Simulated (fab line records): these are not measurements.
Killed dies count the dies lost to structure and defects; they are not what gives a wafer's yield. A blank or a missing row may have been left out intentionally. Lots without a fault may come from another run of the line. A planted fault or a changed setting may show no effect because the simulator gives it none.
Matching of chambers	flow sky130	SKY_CONTACT_CMP_27 on cmp-01: 4 sister chambers
The step polishes, stops on SiO2, t overpolish 15 s, target thk 0 nm. 6 wafers are shown with their chamber, then 6 later ones without.

== EACH WAFER AND ITS CHAMBER ==
wafer	chamber	time-to-endpoint-s (s)	motor-current-A (A)
L446.2	1	85	11.8
L448.3	0	76	11.3
L448.4	3	86	12.7
L448.5	2	85	12.9
L449.1	3	85	12.2
L449.4	0	79	11.2

== WAFERS WHOSE CHAMBER IS MISSING ==
wafer	time-to-endpoint-s (s)	motor-current-A (A)
L449.5	84	11.7
L453.1	77	12.7
L453.4	76	11.7
L453.6	83	12.8
L455.2	85	12.5
L455.3	84	11.4

== WHICH CHAMBER EACH ONE RAN IN ==
wafer	from the rows above	in truth
L449.5	1	1
L453.1	can't be placed: 2 or 3 or 0 or 1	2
L453.4	0	0
L453.6	can't be placed: 2 or 3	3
L455.2	can't be placed: 3 or 2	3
L455.3	1	1
Correctly placed: 3 of 6. Not placeable from these rows: 3 (in 3, the candidates include the true chamber). Placed wrongly: 0.
How it was worked out, from the rows above alone: a wafer's distance from a chamber is the root of the sum, over the readings, of the square of ((its reading less the chamber's mean) divided by the reading's scatter). The wafer belongs to the nearest chamber; if the next one is less than 2 further off, it can't be placed. For every chamber, the mean is computed from those of its wafers that are shown. The scatter: take each reading less its chamber's mean, square it, sum over the shown wafers, divide by the number of wafers less the number of chambers, and take the root.
